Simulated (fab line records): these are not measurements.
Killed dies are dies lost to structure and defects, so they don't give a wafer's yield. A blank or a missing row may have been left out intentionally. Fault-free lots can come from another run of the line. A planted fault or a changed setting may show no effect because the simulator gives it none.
The tool behind it: which one? / flow gf180mcu / 42 wafers from 14 lots sampled at 5 of the route's 602 steps

WHAT EACH GAUGE READ, for each wafer
GF_DUAL_GATE_THK_MEAS_03.
lot=L452; measured=day 7 16:19; on=film metro-02; DUAL_GATE_OXIDATION_00_THK (nm)=10.76 10.82 10.79
lot=L453; measured=day 7 20:54; on=film metro-02; DUAL_GATE_OXIDATION_00_THK (nm)=10.81 11.08 10.82
lot=L455; measured=day 8 13:58; on=film metro-01; DUAL_GATE_OXIDATION_00_THK (nm)=10.83 10.74 10.77
lot=L457; measured=day 9 00:21; on=film metro-02; DUAL_GATE_OXIDATION_00_THK (nm)=10.79 10.70 10.87
lot=L459; measured=day 10 00:32; on=film metro-01; DUAL_GATE_OXIDATION_00_THK (nm)=10.78 10.79 10.80
lot=L460; measured=day 10 02:05; on=film metro-01; DUAL_GATE_OXIDATION_00_THK (nm)=10.91 10.70 10.81
lot=L462; measured=day 10 14:26; on=film metro-01; DUAL_GATE_OXIDATION_00_THK (nm)=10.69 10.78 10.59
lot=L465; measured=day 11 09:34; on=film metro-01; DUAL_GATE_OXIDATION_00_THK (nm)=10.23 10.29 10.19
lot=L466; measured=day 11 15:48; on=film metro-02; DUAL_GATE_OXIDATION_00_THK (nm)=9.93 10.09 10.10
lot=L469; measured=day 12 14:01; on=film metro-02; DUAL_GATE_OXIDATION_00_THK (nm)=11.02 10.85 11.00
lot=L470; measured=day 12 15:38; on=film metro-01; DUAL_GATE_OXIDATION_00_THK (nm)=10.78 10.73 10.58
lot=L471; measured=day 13 02:56; on=film metro-02; DUAL_GATE_OXIDATION_00_THK (nm)=10.63 10.61 10.67
lot=L472; measured=day 13 12:33; on=film metro-02; DUAL_GATE_OXIDATION_00_THK (nm)=11.27 11.34 10.94
lot=L473; measured=day 13 15:33; on=film metro-02; DUAL_GATE_OXIDATION_00_THK (nm)=10.81 11.04 10.89

GF_M2_RS_MEAS_05: measures by four-point-probe.
lot=L452; measured=day 18 08:02; on=film metro-03; M2_ALCU_RS (ohm/sq)=0.0686 0.0675 0.0703
lot=L453; measured=day 18 15:31; on=film metro-02; M2_ALCU_RS (ohm/sq)=0.0690 0.0698 0.0701
lot=L455; measured=day 19 11:23; on=film metro-02; M2_ALCU_RS (ohm/sq)=0.0687 0.0681 0.0683
lot=L457; measured=day 20 04:05; on=film metro-02; M2_ALCU_RS (ohm/sq)=0.0685 0.0675 0.0683
lot=L459; measured=day 21 10:52; on=film metro-02; M2_ALCU_RS (ohm/sq)=0.0673 0.0680 0.0709
lot=L460; measured=day 21 14:38; on=film metro-02; M2_ALCU_RS (ohm/sq)=0.0693 0.0699 0.0697
lot=L462; measured=day 22 06:22; on=film metro-03; M2_ALCU_RS (ohm/sq)=0.0699 0.0703 0.0703
lot=L465; measured=day 23 07:25; on=film metro-03; M2_ALCU_RS (ohm/sq)=0.0696 0.0689 0.0691
lot=L466; measured=day 23 17:56; on=film metro-01; M2_ALCU_RS (ohm/sq)=0.0712 0.0703 0.0688
lot=L469; measured=day 24 14:14; on=film metro-02; M2_ALCU_RS (ohm/sq)=0.0693 0.0695 0.0711
lot=L470; measured=day 24 16:32; on=film metro-02; M2_ALCU_RS (ohm/sq)=0.0706 0.0702 0.0696
lot=L471; measured=day 25 02:42; on=film metro-02; M2_ALCU_RS (ohm/sq)=0.0712 0.0698 0.0707
lot=L472; measured=day 25 17:19; on=film metro-01; M2_ALCU_RS (ohm/sq)=0.0675 0.0674 0.0686
lot=L473; measured=day 25 17:40; on=film metro-02; M2_ALCU_RS (ohm/sq)=0.0703 0.0714 0.0711

GF_M2_OVL_MEAS_15.
lot=L452; measured=day 19 08:02; on=overlay-02; M2_OVL (nm)=-17 6 -1
lot=L453; measured=day 19 16:08; on=overlay-01; M2_OVL (nm)=-11 1 0
lot=L455; measured=day 20 11:32; on=overlay-02; M2_OVL (nm)=9 7 7
lot=L457; measured=day 21 04:02; on=overlay-01; M2_OVL (nm)=-2 -1 -7
lot=L459; measured=day 22 10:11; on=overlay-02; M2_OVL (nm)=0 7 -6
lot=L460; measured=day 22 14:02; on=overlay-02; M2_OVL (nm)=4 -1 0
lot=L462; measured=day 23 05:08; on=overlay-02; M2_OVL (nm)=3 -11 2
lot=L465; measured=day 24 05:32; on=overlay-02; M2_OVL (nm)=0 0 -4
lot=L466; measured=day 24 16:14; on=overlay-02; M2_OVL (nm)=-1 -4 -6
lot=L469; measured=day 25 12:11; on=overlay-02; M2_OVL (nm)=1 -9 -12
lot=L470; measured=day 25 13:50; on=overlay-02; M2_OVL (nm)=0 -1 -2
lot=L471; measured=day 26 00:05; on=overlay-01; M2_OVL (nm)=4 -1 -1
lot=L472; measured=day 26 13:38; on=overlay-01; M2_OVL (nm)=0 -7 -10
lot=L473; measured=day 26 15:23; on=overlay-01; M2_OVL (nm)=-7 -8 -3

GF_V2_THK_MEAS_01.
lot=L452; measured=day 19 08:53; on=film metro-03; V2_CVD_00_THK (nm)=596 596 597
lot=L453; measured=day 19 16:56; on=film metro-01; V2_CVD_00_THK (nm)=593 603 593
lot=L455; measured=day 20 12:21; on=film metro-03; V2_CVD_00_THK (nm)=593 598 610
lot=L457; measured=day 21 04:50; on=film metro-03; V2_CVD_00_THK (nm)=599 590 588
lot=L459; measured=day 22 10:58; on=film metro-03; V2_CVD_00_THK (nm)=600 604 604
lot=L460; measured=day 22 14:49; on=film metro-04; V2_CVD_00_THK (nm)=600 603 606
lot=L462; measured=day 23 06:02; on=film metro-01; V2_CVD_00_THK (nm)=605 609 612
lot=L465; measured=day 24 06:18; on=film metro-01; V2_CVD_00_THK (nm)=597 594 593
lot=L466; measured=day 24 17:08; on=film metro-04; V2_CVD_00_THK (nm)=601 601 605
lot=L469; measured=day 25 12:57; on=film metro-04; V2_CVD_00_THK (nm)=603 603 604
lot=L470; measured=day 25 14:45; on=film metro-04; V2_CVD_00_THK (nm)=591 596 604
lot=L471; measured=day 26 01:01; on=film metro-03; V2_CVD_00_THK (nm)=610 604 602
lot=L472; measured=day 26 14:34; on=film metro-01; V2_CVD_00_THK (nm)=611 603 601
lot=L473; measured=day 26 16:11; on=film metro-04; V2_CVD_00_THK (nm)=612 607 607

WHAT TOOL EACH LOT RAN ON (gives the tool, then ch and the chambers of the sampled wafers, and finally the start)
lot=L452; GF_DUAL_GATE_OXIDATION_02=furnace-02 ch 0, day 7 14:52
lot=L453; GF_DUAL_GATE_OXIDATION_02=furnace-02 ch 0, day 7 19:27
lot=L455; GF_DUAL_GATE_OXIDATION_02=furnace-02 ch 0, day 8 12:31
lot=L457; GF_DUAL_GATE_OXIDATION_02=furnace-02 ch 0, day 8 22:54
lot=L459; GF_DUAL_GATE_OXIDATION_02=furnace-01 ch 0, day 9 23:05
lot=L460; GF_DUAL_GATE_OXIDATION_02=furnace-01 ch 0, day 10 00:38
lot=L462; GF_DUAL_GATE_OXIDATION_02=furnace-01 ch 0, day 10 12:59
lot=L465; GF_DUAL_GATE_OXIDATION_02=furnace-01 ch 0, day 11 08:07
lot=L466; GF_DUAL_GATE_OXIDATION_02=furnace-01 ch 0, day 11 14:21
lot=L469; GF_DUAL_GATE_OXIDATION_02=furnace-02 ch 0, day 12 12:34
lot=L470; GF_DUAL_GATE_OXIDATION_02=furnace-02 ch 0, day 12 14:11
lot=L471; GF_DUAL_GATE_OXIDATION_02=furnace-02 ch 0, day 13 01:30
lot=L472; GF_DUAL_GATE_OXIDATION_02=furnace-02 ch 0, day 13 11:05
lot=L473; GF_DUAL_GATE_OXIDATION_02=furnace-02 ch 0, day 13 14:05
- GF_DUAL_GATE_OXIDATION_02: stabilise 600 s, purge 300 s, target thk 10.887 nm.

AS READ BY THE TOOLS THEMSELVES (means over the sampled wafers that have a number; for cases with no such wafer, the mark the record gives instead)
GF_DUAL_GATE_OXIDATION_02.
lot=L452; tool=furnace-02; spike tc top C (C)=908.5
lot=L453; tool=furnace-02; spike tc top C (C)=909.0
lot=L455; tool=furnace-02; spike tc top C (C)=910.3
lot=L457; tool=furnace-02; spike tc top C (C)=908.7
lot=L459; tool=furnace-01; spike tc top C (C)=914.8
lot=L460; tool=furnace-01; spike tc top C (C)=913.6
lot=L462; tool=furnace-01; spike tc top C (C)=914.1
lot=L465; tool=furnace-01; spike tc top C (C)=914.0
lot=L466; tool=furnace-01; spike tc top C (C)=913.7
lot=L469; tool=furnace-02; spike tc top C (C)=909.5
lot=L470; tool=furnace-02; spike tc top C (C)=909.4
lot=L471; tool=furnace-02; spike tc top C (C)=908.9
lot=L472; tool=furnace-02; spike tc top C (C)=909.4
lot=L473; tool=furnace-02; spike tc top C (C)=909.3

THE ANSWER, worked out from the rows above alone
Rule: the lots themselves supply what counts as usual. The widest of any qualifying gaps counts: lots, ordered by their means at a reading, are off when they make up no more than a third of the lots, leave a main group of 4 or more, and stand apart from it by 3 or more times the standard deviation of that group's means. Not used: any main group whose means are identical at the precision the tables above print for the reading. Also off: a lot with no number at a reading for which 4 or more lots have one. Any other lot the step has rows for is counted as sound. The gauges are gone through in route order, then the tools' own readings, and for those a lot's mean is taken as printed above. At the first step where some lot is off, the reading lying furthest off is the one used; lots without a number count as furthest.
Across all readings shown, no lot is off: no conclusion can be drawn from this.

WHAT THE SIMULATOR PUT IN
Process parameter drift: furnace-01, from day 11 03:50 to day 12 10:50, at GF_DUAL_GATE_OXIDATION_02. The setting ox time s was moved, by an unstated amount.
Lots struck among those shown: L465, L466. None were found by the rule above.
